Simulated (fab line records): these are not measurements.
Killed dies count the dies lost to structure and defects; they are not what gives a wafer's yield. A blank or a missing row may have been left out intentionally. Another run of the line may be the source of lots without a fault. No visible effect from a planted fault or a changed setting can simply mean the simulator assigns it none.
fab line records / flow sfq_line
[record] lots = 15 wafers = 43 last_day = 92
route steps=325 shown M1@68 I4@173 JJ@188 I5@238
lots untouched by any fault: they come from a run of this same line in which no faults occurred
start_h: hours from the record's opening day to when the first of the lot's shown wafers began / wait_h: how many hours have passed since the lot's step before this one / " the same as in the row above / L1.1+2: a row that stands for several wafers / - value missing, or start not given / * or withheld: withheld / < > ~ a bound
route shown NAME@n: NAME is a module with steps in the file, n the number in the route of the first one / usual: average and standard deviation across the fault-free wafers / same: alike in all rows / chamber/n: place in a boat / sites: readings site by site / _std_site: their standard deviation / _edge_site: outer sites' mean less inner sites' / radius_mm: how far each site lies from the wafer's centre / mask NAME#n: copy n / behind: the last tool/chamber to shape the wafer / hold: why the lot was held/for how many hours/how that ended / device: the transistor (n, p or np) that didn't switch / end of line: tests of these same wafers at the route's end / step lacking rows: just its recipe / killed: the dies lost at the first sort to structure and to defects; this is not the yield of the wafer / map: per-die view of a wafer (x killed, . not killed, _ where there is no die)
set.NAME: the setting that was run; set.NAME@STEP: the one run at that earlier step / model.NAME: the simulator's own value behind a step, which no gauge read
steps of the route over a sample of lots; a table a step, a row a wafer
services: from which hour (start_h, from the record's first day; less than 0 if before it) a tool's chamber was out of use, for how many hours, and why
[[steps]]
[step SFQ_M1_OVL_MEAS_911]
[usual] M1_OVL = 0/4.6
lot.wafer=L587.2 tool=overlay-02 chamber=- start_h=294.84 wait_h=0.1 M1_OVL[nm]=-3
lot.wafer=L587.5 tool=overlay-02 chamber=- start_h=294.84 wait_h=0.1 M1_OVL[nm]=-3
lot.wafer=L587.6 tool=overlay-02 chamber=- start_h=294.84 wait_h=0.1 M1_OVL[nm]=-6
lot.wafer=L589.1 tool=overlay-01 chamber=- start_h=300.84 wait_h=0.1 M1_OVL[nm]=-2
lot.wafer=L589.4 tool=overlay-01 chamber=- start_h=300.84 wait_h=0.1 M1_OVL[nm]=1
lot.wafer=L589.5 tool=overlay-01 chamber=- start_h=300.84 wait_h=0.1 M1_OVL[nm]=-3
lot.wafer=L590.3 tool=overlay-02 chamber=- start_h=305.65 wait_h=0.1 M1_OVL[nm]=-1
lot.wafer=L590.4 tool=overlay-02 chamber=- start_h=305.65 wait_h=0.1 M1_OVL[nm]=-6
lot.wafer=L590.6 tool=overlay-02 chamber=- start_h=305.65 wait_h=0.1 M1_OVL[nm]=-2
lot.wafer=L591.4 tool=overlay-02 chamber=- start_h=311.65 wait_h=0.1 M1_OVL[nm]=-1
lot.wafer=L591.5 tool=overlay-02 chamber=- start_h=311.65 wait_h=0.1 M1_OVL[nm]=3
lot.wafer=L591.6 tool=overlay-02 chamber=- start_h=311.65 wait_h=0.1 M1_OVL[nm]=-3
lot.wafer=L592.4 tool=overlay-01 chamber=- start_h=321.25 wait_h=0.1 M1_OVL[nm]=-6
lot.wafer=L592.5 tool=overlay-01 chamber=- start_h=321.25 wait_h=0.1 M1_OVL[nm]=-2
lot.wafer=L592.6 tool=overlay-01 chamber=- start_h=321.25 wait_h=0.1 M1_OVL[nm]=-4
lot.wafer=L595.2 tool=overlay-01 chamber=- start_h=336.84 wait_h=0.1 M1_OVL[nm]=4
lot.wafer=L595.5 tool=overlay-01 chamber=- start_h=336.84 wait_h=0.1 M1_OVL[nm]=-2
lot.wafer=L595.6 tool=overlay-01 chamber=- start_h=336.84 wait_h=0.1 M1_OVL[nm]=-5
lot.wafer=L598.1 tool=overlay-02 chamber=- start_h=365.54 wait_h=0.1 M1_OVL[nm]=-3
lot.wafer=L598.3 tool=overlay-02 chamber=- start_h=365.54 wait_h=0.1 M1_OVL[nm]=-7
lot.wafer=L598.4 tool=overlay-02 chamber=- start_h=365.54 wait_h=0.1 M1_OVL[nm]=-3
lot.wafer=L601.3 tool=overlay-02 chamber=- start_h=388.40 wait_h=0.1 M1_OVL[nm]=-3
lot.wafer=L601.5 tool=overlay-02 chamber=- start_h=388.40 wait_h=0.1 M1_OVL[nm]=7
lot.wafer=L601.6 tool=overlay-02 chamber=- start_h=388.40 wait_h=0.1 M1_OVL[nm]=-3
lot.wafer=L603.5 tool=overlay-02 chamber=- start_h=409.96 wait_h=0.0 M1_OVL[nm]=-3
lot.wafer=L603.6 tool=overlay-02 chamber=- start_h=409.96 wait_h=0.0 M1_OVL[nm]=2
lot.wafer=L604.1 tool=overlay-01 chamber=- start_h=418.34 wait_h=0.1 M1_OVL[nm]=-1
lot.wafer=L604.4 tool=overlay-01 chamber=- start_h=418.34 wait_h=0.1 M1_OVL[nm]=-2
lot.wafer=L605.1 tool=overlay-02 chamber=- start_h=423.14 wait_h=0.1 M1_OVL[nm]=4
lot.wafer=L605.3 tool=overlay-02 chamber=- start_h=423.14 wait_h=0.1 M1_OVL[nm]=4
lot.wafer=L605.6 tool=overlay-02 chamber=- start_h=423.14 wait_h=0.1 M1_OVL[nm]=4
lot.wafer=L607.1 tool=overlay-01 chamber=- start_h=435.89 wait_h=0.1 M1_OVL[nm]=7
lot.wafer=L607.3 tool=overlay-01 chamber=- start_h=435.89 wait_h=0.1 M1_OVL[nm]=6
lot.wafer=L607.5 tool=overlay-01 chamber=- start_h=435.89 wait_h=0.1 M1_OVL[nm]=10
lot.wafer=L608.2 tool=overlay-02 chamber=- start_h=449.09 wait_h=0.1 M1_OVL[nm]=-1
lot.wafer=L608.4 tool=overlay-02 chamber=- start_h=449.09 wait_h=0.1 M1_OVL[nm]=-1
lot.wafer=L608.6 tool=overlay-02 chamber=- start_h=449.09 wait_h=0.1 M1_OVL[nm]=5
lot.wafer=L609.3 tool=overlay-01 chamber=- start_h=456.30 wait_h=0.1 M1_OVL[nm]=3
lot.wafer=L609.4 tool=overlay-01 chamber=- start_h=456.30 wait_h=0.1 M1_OVL[nm]=11
lot.wafer=L609.5 tool=overlay-01 chamber=- start_h=456.30 wait_h=0.1 M1_OVL[nm]=6
lot.wafer=L610.2 tool=overlay-02 chamber=- start_h=467.09 wait_h=0.1 M1_OVL[nm]=-6
lot.wafer=L610.3 tool=overlay-02 chamber=- start_h=467.09 wait_h=0.1 M1_OVL[nm]=-8
lot.wafer=L610.5 tool=overlay-02 chamber=- start_h=467.09 wait_h=0.1 M1_OVL[nm]=-7
[step SFQ_I4_OVL_MEAS_928]
[usual] I4_OVL = -1/5.6
lot.wafer=L587.2 tool=overlay-01 chamber=- start_h=1190.68 wait_h=0.1 I4_OVL[nm]=1
lot.wafer=L587.5 tool=overlay-01 chamber=- start_h=1190.68 wait_h=0.1 I4_OVL[nm]=-1
lot.wafer=L587.6 tool=overlay-01 chamber=- start_h=1190.68 wait_h=0.1 I4_OVL[nm]=8
lot.wafer=L589.1 tool=overlay-01 chamber=- start_h=1195.47 wait_h=0.1 I4_OVL[nm]=-4
lot.wafer=L589.4 tool=overlay-01 chamber=- start_h=1195.47 wait_h=0.1 I4_OVL[nm]=-2
lot.wafer=L589.5 tool=overlay-01 chamber=- start_h=1195.47 wait_h=0.1 I4_OVL[nm]=-2
lot.wafer=L590.3 tool=overlay-01 chamber=- start_h=1196.68 wait_h=0.1 I4_OVL[nm]=0
lot.wafer=L590.4 tool=overlay-01 chamber=- start_h=1196.68 wait_h=0.1 I4_OVL[nm]=-3
lot.wafer=L590.6 tool=overlay-01 chamber=- start_h=1196.68 wait_h=0.1 I4_OVL[nm]=0
lot.wafer=L591.4 tool=overlay-02 chamber=- start_h=1200.29 wait_h=0.1 I4_OVL[nm]=-4
lot.wafer=L591.5 tool=overlay-02 chamber=- start_h=1200.29 wait_h=0.1 I4_OVL[nm]=-4
lot.wafer=L591.6 tool=overlay-02 chamber=- start_h=1200.29 wait_h=0.1 I4_OVL[nm]=0
lot.wafer=L592.4 tool=overlay-02 chamber=- start_h=1212.29 wait_h=0.1 I4_OVL[nm]=5
lot.wafer=L592.5 tool=overlay-02 chamber=- start_h=1212.29 wait_h=0.1 I4_OVL[nm]=0
lot.wafer=L592.6 tool=overlay-02 chamber=- start_h=1212.29 wait_h=0.1 I4_OVL[nm]=-3
lot.wafer=L595.2 tool=overlay-01 chamber=- start_h=1227.88 wait_h=0.1 I4_OVL[nm]=-2
lot.wafer=L595.5 tool=overlay-01 chamber=- start_h=1227.88 wait_h=0.1 I4_OVL[nm]=-5
lot.wafer=L595.6 tool=overlay-01 chamber=- start_h=1227.88 wait_h=0.1 I4_OVL[nm]=-1
lot.wafer=L598.1 tool=overlay-02 chamber=- start_h=1249.47 wait_h=0.1 I4_OVL[nm]=-3
lot.wafer=L598.3 tool=overlay-02 chamber=- start_h=1249.47 wait_h=0.1 I4_OVL[nm]=-2
lot.wafer=L598.4 tool=overlay-02 chamber=- start_h=1249.47 wait_h=0.1 I4_OVL[nm]=-2
lot.wafer=L601.3 tool=overlay-01 chamber=- start_h=1272.41 wait_h=0.1 I4_OVL[nm]=3
lot.wafer=L601.5 tool=overlay-01 chamber=- start_h=1272.41 wait_h=0.1 I4_OVL[nm]=2
lot.wafer=L601.6 tool=overlay-01 chamber=- start_h=1272.41 wait_h=0.1 I4_OVL[nm]=6
lot.wafer=L603.5 tool=overlay-02 chamber=- start_h=1402.35 wait_h=0.0 I4_OVL[nm]=-2
lot.wafer=L603.6 tool=overlay-02 chamber=- start_h=1402.35 wait_h=0.0 I4_OVL[nm]=-2
lot.wafer=L604.1 tool=overlay-02 chamber=- start_h=1404.72 wait_h=0.1 I4_OVL[nm]=3
lot.wafer=L604.4 tool=overlay-02 chamber=- start_h=1404.72 wait_h=0.1 I4_OVL[nm]=10
lot.wafer=L605.1 tool=overlay-01 chamber=- start_h=1407.12 wait_h=0.1 I4_OVL[nm]=-17
lot.wafer=L605.3 tool=overlay-01 chamber=- start_h=1407.12 wait_h=0.1 I4_OVL[nm]=-15
lot.wafer=L605.6 tool=overlay-01 chamber=- start_h=1407.12 wait_h=0.1 I4_OVL[nm]=-14
lot.wafer=L607.1 tool=overlay-02 chamber=- start_h=1466.73 wait_h=0.1 I4_OVL[nm]=1
lot.wafer=L607.3 tool=overlay-02 chamber=- start_h=1466.73 wait_h=0.1 I4_OVL[nm]=1
lot.wafer=L607.5 tool=overlay-02 chamber=- start_h=1466.73 wait_h=0.1 I4_OVL[nm]=-1
lot.wafer=L608.2 tool=overlay-02 chamber=- start_h=1481.13 wait_h=0.1 I4_OVL[nm]=-11
lot.wafer=L608.4 tool=overlay-02 chamber=- start_h=1481.13 wait_h=0.1 I4_OVL[nm]=-8
lot.wafer=L608.6 tool=overlay-02 chamber=- start_h=1481.13 wait_h=0.1 I4_OVL[nm]=-9
lot.wafer=L609.3 tool=overlay-02 chamber=- start_h=1490.86 wait_h=1.4 I4_OVL[nm]=-1
lot.wafer=L609.4 tool=overlay-02 chamber=- start_h=1490.86 wait_h=1.4 I4_OVL[nm]=3
lot.wafer=L609.5 tool=overlay-02 chamber=- start_h=1490.86 wait_h=1.4 I4_OVL[nm]=1
lot.wafer=L610.2 tool=overlay-02 chamber=- start_h=1494.33 wait_h=0.1 I4_OVL[nm]=-10
lot.wafer=L610.3 tool=overlay-02 chamber=- start_h=1494.33 wait_h=0.1 I4_OVL[nm]=-10
lot.wafer=L610.5 tool=overlay-02 chamber=- start_h=1494.33 wait_h=0.1 I4_OVL[nm]=-14
[step SFQ_TRILAYER_JJ_CE_LITHO_EXPOSE_115]
[recipe] mask_id = J5 na = 0.6 source_shape = conventional sigma_outer = 0.65 target_cd_nm = 700 dose_mj = 14.4
[same] na = 0.6 sigma_outer = 0.65
lot.wafer=L587.2+5+6 tool=krf_scanner-01 chamber=0 start_h=1316.34 wait_h=- mask=J5#0
lot.wafer=L589.1+4+5 tool=krf_scanner-01 chamber=0 start_h=1318.54 wait_h=- mask=J5#0
lot.wafer=L590.3+4+6 tool=krf_scanner-01 chamber=0 start_h=1320.14 wait_h=- mask=J5#0
lot.wafer=L591.4+5+6 tool=krf_scanner-01 chamber=0 start_h=1321.54 wait_h=- mask=J5#0
lot.wafer=L592.4+5+6 tool=krf_scanner-01 chamber=0 start_h=1322.74 wait_h=- mask=J5#0
lot.wafer=L595.2+5+6 tool=krf_scanner-01 chamber=0 start_h=1325.94 wait_h=- mask=J5#0
lot.wafer=L598.1+3+4 tool=krf_scanner-01 chamber=0 start_h=1329.34 wait_h=- mask=J5#0
lot.wafer=L601.3+5+6 tool=krf_scanner-01 chamber=0 start_h=1333.34 wait_h=- mask=J5#0
lot.wafer=L603.5+6 tool=krf_scanner-01 chamber=0 start_h=1406.22 wait_h=- mask=J5#0
lot.wafer=L604.1+4 tool=krf_scanner-01 chamber=0 start_h=1407.82 wait_h=- mask=J5#0
lot.wafer=L605.1+3+6 tool=krf_scanner-01 chamber=0 start_h=1410.22 wait_h=- mask=J5#0
lot.wafer=L607.1+3+5 tool=krf_scanner-01 chamber=0 start_h=1470.04 wait_h=- mask=J5#0
lot.wafer=L608.2+4+6 tool=krf_scanner-01 chamber=0 start_h=1485.36 wait_h=- mask=J5#0
lot.wafer=L609.3+4+5 tool=krf_scanner-01 chamber=0 start_h=1495.29 wait_h=- mask=J5#0
lot.wafer=L610.2+3+5 tool=krf_scanner-01 chamber=0 start_h=1501.09 wait_h=- mask=J5#0
[step SFQ_TRILAYER_JJ_CE_METRO_MEASURE_117]
[usual] cd_nm = 699.7/1.4
lot.wafer=L587.2 tool=cd_sem-01 chamber=- start_h=1317.87 wait_h=0.2 cd_nm=697.4
lot.wafer=L587.5 tool=cd_sem-01 chamber=- start_h=1317.87 wait_h=0.2 cd_nm=698.5
lot.wafer=L587.6 tool=cd_sem-01 chamber=- start_h=1317.87 wait_h=0.2 cd_nm=697.8
lot.wafer=L589.1 tool=cd_sem-02 chamber=- start_h=1320.07 wait_h=0.0 cd_nm=700.5
lot.wafer=L589.4 tool=cd_sem-02 chamber=- start_h=1320.07 wait_h=0.0 cd_nm=701.0
lot.wafer=L589.5 tool=cd_sem-02 chamber=- start_h=1320.07 wait_h=0.0 cd_nm=700.7
lot.wafer=L590.3 tool=cd_sem-01 chamber=- start_h=1321.67 wait_h=0.4 cd_nm=699.9
lot.wafer=L590.4 tool=cd_sem-01 chamber=- start_h=1321.67 wait_h=0.4 cd_nm=699.2
lot.wafer=L590.6 tool=cd_sem-01 chamber=- start_h=1321.67 wait_h=0.4 cd_nm=701.4
lot.wafer=L591.4 tool=cd_sem-02 chamber=- start_h=1323.07 wait_h=0.6 cd_nm=700.7
lot.wafer=L591.5 tool=cd_sem-02 chamber=- start_h=1323.07 wait_h=0.6 cd_nm=699.9
lot.wafer=L591.6 tool=cd_sem-02 chamber=- start_h=1323.07 wait_h=0.6 cd_nm=701.3
lot.wafer=L592.4 tool=cd_sem-01 chamber=- start_h=1324.27 wait_h=0.6 cd_nm=700.3
lot.wafer=L592.5 tool=cd_sem-01 chamber=- start_h=1324.27 wait_h=0.6 cd_nm=699.2
lot.wafer=L592.6 tool=cd_sem-01 chamber=- start_h=1324.27 wait_h=0.6 cd_nm=698.7
lot.wafer=L595.2 tool=cd_sem-02 chamber=- start_h=1327.47 wait_h=0.2 cd_nm=701.8
lot.wafer=L595.5 tool=cd_sem-02 chamber=- start_h=1327.47 wait_h=0.2 cd_nm=701.0
lot.wafer=L595.6 tool=cd_sem-02 chamber=- start_h=1327.47 wait_h=0.2 cd_nm=700.5
lot.wafer=L598.1 tool=cd_sem-01 chamber=- start_h=1330.87 wait_h=0.0 cd_nm=699.3
lot.wafer=L598.3 tool=cd_sem-01 chamber=- start_h=1330.87 wait_h=0.0 cd_nm=700.0
lot.wafer=L598.4 tool=cd_sem-01 chamber=- start_h=1330.87 wait_h=0.0 cd_nm=697.3
lot.wafer=L601.3 tool=cd_sem-01 chamber=- start_h=1334.87 wait_h=0.4 cd_nm=699.1
lot.wafer=L601.5 tool=cd_sem-01 chamber=- start_h=1334.87 wait_h=0.4 cd_nm=697.7
lot.wafer=L601.6 tool=cd_sem-01 chamber=- start_h=1334.87 wait_h=0.4 cd_nm=698.4
lot.wafer=L603.5 tool=cd_sem-02 chamber=- start_h=1407.76 wait_h=0.8 cd_nm=699.1
lot.wafer=L603.6 tool=cd_sem-02 chamber=- start_h=1407.76 wait_h=0.8 cd_nm=694.4
lot.wafer=L604.1 tool=cd_sem-01 chamber=- start_h=1409.36 wait_h=0.0 cd_nm=691.3
lot.wafer=L604.4 tool=cd_sem-01 chamber=- start_h=1409.36 wait_h=0.0 cd_nm=700.0
lot.wafer=L605.1 tool=cd_sem-02 chamber=- start_h=1411.76 wait_h=0.0 cd_nm=694.5
lot.wafer=L605.3 tool=cd_sem-02 chamber=- start_h=1411.76 wait_h=0.0 cd_nm=699.4
lot.wafer=L605.6 tool=cd_sem-02 chamber=- start_h=1411.76 wait_h=0.0 cd_nm=694.5
lot.wafer=L607.1 tool=cd_sem-02 chamber=- start_h=1471.57 wait_h=0.0 cd_nm=697.3
lot.wafer=L607.3 tool=cd_sem-02 chamber=- start_h=1471.57 wait_h=0.0 cd_nm=697.0
lot.wafer=L607.5 tool=cd_sem-02 chamber=- start_h=1471.57 wait_h=0.0 cd_nm=696.6
lot.wafer=L608.2 tool=cd_sem-01 chamber=- start_h=1490.94 wait_h=0.2 cd_nm=699.4
lot.wafer=L608.4 tool=cd_sem-01 chamber=- start_h=1490.94 wait_h=0.2 cd_nm=699.3
lot.wafer=L608.6 tool=cd_sem-01 chamber=- start_h=1490.94 wait_h=0.2 cd_nm=698.1
lot.wafer=L609.3 tool=cd_sem-02 chamber=- start_h=1496.83 wait_h=0.4 cd_nm=698.7
lot.wafer=L609.4 tool=cd_sem-02 chamber=- start_h=1496.83 wait_h=0.4 cd_nm=698.8
lot.wafer=L609.5 tool=cd_sem-02 chamber=- start_h=1496.83 wait_h=0.4 cd_nm=700.0
lot.wafer=L610.2 tool=cd_sem-01 chamber=- start_h=1502.63 wait_h=0.2 cd_nm=701.2
lot.wafer=L610.3 tool=cd_sem-01 chamber=- start_h=1502.63 wait_h=0.2 cd_nm=702.0
lot.wafer=L610.5 tool=cd_sem-01 chamber=- start_h=1502.63 wait_h=0.2 cd_nm=702.1
[step SFQ_TRILAYER_I5_STRIP_STRIP_148]
[recipe] gas = O2 power_w = 200 platen_temp_c = 40 overash_fraction = 0.65 chemistry = O2 pressure_mtorr = 50
[usual] chamber_pressure_mTorr = 50.00/0.045 drypump_motor_current_A = 5.77/0.19 oes_product_au = 1.001/0.0085
lot.wafer=L587.2 tool=rie_metal-03 chamber=0 start_h=1559.14 wait_h=- chamber_pressure_mTorr=49.99 drypump_motor_current_A=5.92 oes_product_au=0.997 rf_hours_counter_h=63
lot.wafer=L587.5 tool=rie_metal-03 chamber=1 start_h=1559.14 wait_h=- chamber_pressure_mTorr=49.93 drypump_motor_current_A=5.77 oes_product_au=1.001 rf_hours_counter_h=-
lot.wafer=L587.6 tool=rie_metal-03 chamber=0 start_h=1559.14 wait_h=- chamber_pressure_mTorr=50.03 drypump_motor_current_A=5.96 oes_product_au=1.012 rf_hours_counter_h=-
lot.wafer=L589.1 tool=rie_metal-01 chamber=0 start_h=1565.14 wait_h=- chamber_pressure_mTorr=50.02 drypump_motor_current_A=5.51 oes_product_au=1.007 rf_hours_counter_h=81
lot.wafer=L589.4 tool=rie_metal-01 chamber=0 start_h=1565.14 wait_h=- chamber_pressure_mTorr=49.97 drypump_motor_current_A=5.51 oes_product_au=1.006 rf_hours_counter_h=-
lot.wafer=L589.5 tool=rie_metal-01 chamber=0 start_h=1565.14 wait_h=- chamber_pressure_mTorr=49.95 drypump_motor_current_A=5.51 oes_product_au=1.009 rf_hours_counter_h=-
lot.wafer=L590.3 tool=rie_metal-03 chamber=1 start_h=1566.67 wait_h=- chamber_pressure_mTorr=50.03 drypump_motor_current_A=5.71 oes_product_au=0.989 rf_hours_counter_h=-
lot.wafer=L590.4 tool=rie_metal-03 chamber=0 start_h=1566.67 wait_h=- chamber_pressure_mTorr=49.97 drypump_motor_current_A=5.88 oes_product_au=1.002 rf_hours_counter_h=-
lot.wafer=L590.6 tool=rie_metal-03 chamber=0 start_h=1566.67 wait_h=- chamber_pressure_mTorr=49.93 drypump_motor_current_A=5.91 oes_product_au=0.998 rf_hours_counter_h=-
lot.wafer=L591.4 tool=rie_metal-01 chamber=1 start_h=1567.87 wait_h=- chamber_pressure_mTorr=49.90 drypump_motor_current_A=5.45 oes_product_au=1.000 rf_hours_counter_h=-
lot.wafer=L591.5 tool=rie_metal-01 chamber=0 start_h=1567.87 wait_h=- chamber_pressure_mTorr=49.97 drypump_motor_current_A=5.50 oes_product_au=1.009 rf_hours_counter_h=-
lot.wafer=L591.6 tool=rie_metal-01 chamber=1 start_h=1567.87 wait_h=- chamber_pressure_mTorr=49.95 drypump_motor_current_A=5.46 oes_product_au=1.009 rf_hours_counter_h=-
lot.wafer=L592.4 tool=rie_metal-01 chamber=1 start_h=1575.42 wait_h=- chamber_pressure_mTorr=49.99 drypump_motor_current_A=5.44 oes_product_au=0.999 rf_hours_counter_h=-
lot.wafer=L592.5 tool=rie_metal-01 chamber=0 start_h=1575.42 wait_h=- chamber_pressure_mTorr=50.01 drypump_motor_current_A=5.53 oes_product_au=1.002 rf_hours_counter_h=-
lot.wafer=L592.6 tool=rie_metal-01 chamber=1 start_h=1575.42 wait_h=- chamber_pressure_mTorr=49.83 drypump_motor_current_A=5.44 oes_product_au=0.993 rf_hours_counter_h=-
lot.wafer=L595.2 tool=rie_metal-01 chamber=1 start_h=1583.96 wait_h=- chamber_pressure_mTorr=49.97 drypump_motor_current_A=5.45 oes_product_au=1.002 rf_hours_counter_h=60
lot.wafer=L595.5 tool=rie_metal-01 chamber=0 start_h=1583.96 wait_h=- chamber_pressure_mTorr=50.05 drypump_motor_current_A=5.54 oes_product_au=1.010 rf_hours_counter_h=-
lot.wafer=L595.6 tool=rie_metal-01 chamber=1 start_h=1583.96 wait_h=- chamber_pressure_mTorr=49.96 drypump_motor_current_A=5.43 oes_product_au=0.999 rf_hours_counter_h=-
lot.wafer=L598.1 tool=rie_metal-04 chamber=1 start_h=1588.76 wait_h=- chamber_pressure_mTorr=49.90 drypump_motor_current_A=6.16 oes_product_au=1.013 rf_hours_counter_h=25
lot.wafer=L598.3 tool=rie_metal-04 chamber=1 start_h=1588.76 wait_h=- chamber_pressure_mTorr=50.03 drypump_motor_current_A=6.15 oes_product_au=1.024 rf_hours_counter_h=-
lot.wafer=L598.4 tool=rie_metal-04 chamber=0 start_h=1588.76 wait_h=- chamber_pressure_mTorr=50.04 drypump_motor_current_A=5.78 oes_product_au=0.998 rf_hours_counter_h=-
lot.wafer=L601.3 tool=rie_metal-03 chamber=1 start_h=1596.16 wait_h=- chamber_pressure_mTorr=49.98 drypump_motor_current_A=5.77 oes_product_au=0.995 rf_hours_counter_h=-
lot.wafer=L601.5 tool=rie_metal-03 chamber=0 start_h=1596.16 wait_h=- chamber_pressure_mTorr=49.99 drypump_motor_current_A=5.88 oes_product_au=1.010 rf_hours_counter_h=-
lot.wafer=L601.6 tool=rie_metal-03 chamber=1 start_h=1596.16 wait_h=- chamber_pressure_mTorr=50.02 drypump_motor_current_A=5.80 oes_product_au=0.997 rf_hours_counter_h=-
lot.wafer=L603.5 tool=rie_metal-03 chamber=1 start_h=1772.18 wait_h=- chamber_pressure_mTorr=50.00 drypump_motor_current_A=5.72 oes_product_au=0.989 rf_hours_counter_h=-
lot.wafer=L603.6 tool=rie_metal-03 chamber=0 start_h=1772.18 wait_h=- chamber_pressure_mTorr=50.09 drypump_motor_current_A=5.88 oes_product_au=1.001 rf_hours_counter_h=-
lot.wafer=L604.1 tool=rie_metal-03 chamber=0 start_h=1776.58 wait_h=- chamber_pressure_mTorr=50.04 drypump_motor_current_A=5.88 oes_product_au=1.000 rf_hours_counter_h=87
lot.wafer=L604.4 tool=rie_metal-03 chamber=0 start_h=1776.58 wait_h=- chamber_pressure_mTorr=50.00 drypump_motor_current_A=5.87 oes_product_au=0.993 rf_hours_counter_h=-
lot.wafer=L605.1 tool=rie_metal-04 chamber=1 start_h=1777.78 wait_h=- chamber_pressure_mTorr=49.89 drypump_motor_current_A=6.17 oes_product_au=1.011 rf_hours_counter_h=50
lot.wafer=L605.3 tool=rie_metal-04 chamber=0 start_h=1777.78 wait_h=- chamber_pressure_mTorr=49.96 drypump_motor_current_A=5.78 oes_product_au=0.989 rf_hours_counter_h=-
lot.wafer=L605.6 tool=rie_metal-04 chamber=1 start_h=1777.78 wait_h=- chamber_pressure_mTorr=49.93 drypump_motor_current_A=6.19 oes_product_au=0.999 rf_hours_counter_h=-
lot.wafer=L607.1 tool=rie_metal-03 chamber=0 start_h=1823.96 wait_h=- chamber_pressure_mTorr=50.02 drypump_motor_current_A=5.89 oes_product_au=1.008 rf_hours_counter_h=98
lot.wafer=L607.3 tool=rie_metal-03 chamber=0 start_h=1823.96 wait_h=- chamber_pressure_mTorr=49.93 drypump_motor_current_A=5.93 oes_product_au=1.002 rf_hours_counter_h=-
lot.wafer=L607.5 tool=rie_metal-03 chamber=1 start_h=1823.96 wait_h=- chamber_pressure_mTorr=50.09 drypump_motor_current_A=5.81 oes_product_au=1.005 rf_hours_counter_h=-
lot.wafer=L608.2 tool=rie_metal-03 chamber=0 start_h=1833.42 wait_h=- chamber_pressure_mTorr=50.01 drypump_motor_current_A=5.87 oes_product_au=1.004 rf_hours_counter_h=99
lot.wafer=L608.4 tool=rie_metal-03 chamber=0 start_h=1833.42 wait_h=- chamber_pressure_mTorr=49.98 drypump_motor_current_A=5.90 oes_product_au=0.990 rf_hours_counter_h=-
lot.wafer=L608.6 tool=rie_metal-03 chamber=1 start_h=1833.42 wait_h=- chamber_pressure_mTorr=50.05 drypump_motor_current_A=5.76 oes_product_au=0.995 rf_hours_counter_h=-
lot.wafer=L609.3 tool=rie_metal-03 chamber=1 start_h=1837.22 wait_h=- chamber_pressure_mTorr=50.01 drypump_motor_current_A=5.74 oes_product_au=0.991 rf_hours_counter_h=-
lot.wafer=L609.4 tool=rie_metal-03 chamber=0 start_h=1837.22 wait_h=- chamber_pressure_mTorr=50.05 drypump_motor_current_A=5.89 oes_product_au=0.999 rf_hours_counter_h=-
lot.wafer=L609.5 tool=rie_metal-03 chamber=0 start_h=1837.22 wait_h=- chamber_pressure_mTorr=50.02 drypump_motor_current_A=5.90 oes_product_au=0.998 rf_hours_counter_h=-
lot.wafer=L610.2 tool=rie_metal-01 chamber=1 start_h=1844.22 wait_h=- chamber_pressure_mTorr=50.01 drypump_motor_current_A=5.43 oes_product_au=0.999 rf_hours_counter_h=100
lot.wafer=L610.3 tool=rie_metal-01 chamber=0 start_h=1844.22 wait_h=- chamber_pressure_mTorr=49.98 drypump_motor_current_A=5.51 oes_product_au=1.005 rf_hours_counter_h=-
lot.wafer=L610.5 tool=rie_metal-01 chamber=0 start_h=1844.22 wait_h=- chamber_pressure_mTorr=50.03 drypump_motor_current_A=5.52 oes_product_au=1.013 rf_hours_counter_h=-
[[services]]
tool=krf_scanner-01 chamber=- start_h=1315.04 hours=0.3 kind=repair
tool=cd_sem-01 chamber=- start_h=1327.27 hours=0.5 kind=pm
tool=cd_sem-01 chamber=- start_h=1342.55 hours=0.3 kind=pm
tool=krf_scanner-01 chamber=- start_h=1364.66 hours=1.0 kind=pm
tool=cd_sem-01 chamber=- start_h=1374.27 hours=0.3 kind=pm
tool=krf_scanner-01 chamber=- start_h=1397.10 hours=1.3 kind=pm
tool=cd_sem-01 chamber=- start_h=1412.51 hours=0.7 kind=pm
tool=krf_scanner-01 chamber=- start_h=1445.35 hours=0.8 kind=pm
tool=krf_scanner-01 chamber=- start_h=1450.11 hours=0.8 kind=repair
tool=cd_sem-01 chamber=- start_h=1511.19 hours=1.3 kind=pm
tool=krf_scanner-01 chamber=- start_h=1533.29 hours=1.0 kind=pm
tool=krf_scanner-01 chamber=- start_h=1553.74 hours=5.4 kind=repair
tool=krf_scanner-01 chamber=- start_h=1572.19 hours=1.3 kind=pm
tool=cd_sem-01 chamber=- start_h=1582.27 hours=0.4 kind=pm
tool=cd_sem-01 chamber=- start_h=1605.16 hours=2.5 kind=repair
tool=cd_sem-01 chamber=- start_h=1609.09 hours=0.5 kind=pm
tool=cd_sem-01 chamber=- start_h=1612.55 hours=0.9 kind=pm
tool=krf_scanner-01 chamber=- start_h=1613.94 hours=0.8 kind=pm
tool=krf_scanner-01 chamber=- start_h=1619.44 hours=3.6 kind=pm
tool=krf_scanner-01 chamber=- start_h=1670.63 hours=4.4 kind=pm
tool=krf_scanner-01 chamber=- start_h=1702.61 hours=1.0 kind=pm
tool=krf_scanner-01 chamber=- start_h=1748.09 hours=1.3 kind=pm
tool=krf_scanner-01 chamber=- start_h=1783.26 hours=0.8 kind=pm
tool=krf_scanner-01 chamber=- start_h=1826.96 hours=3.3 kind=repair
[[key]]
[first_sign] step = SFQ_TRILAYER_JJ_CE_METRO_MEASURE_117 reading = cd_nm direction = down sigmas = 4.3 usual = 699.7 struck = 693.7
effect none on later readings
met_at SFQ_TRILAYER_JJ_CE_LITHO_EXPOSE_115
struck_lots L603,L604,L605
struck_wafers L603.6,L604.1,L605.1,L605.6
not_acting_at SFQ_M1_OVL_MEAS_911,SFQ_I4_OVL_MEAS_928,SFQ_TRILAYER_I5_STRIP_STRIP_148
onset_between 1333.34 1406.22
[fault] kind = process_parameter_drift tool = krf_scanner-01 chamber = - onset_h = 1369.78 steps = SFQ_TRILAYER_JJ_CE_LITHO_EXPOSE_115 channel = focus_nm offset = 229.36 shape = step end_h = 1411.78 scope = struck_wafers_only
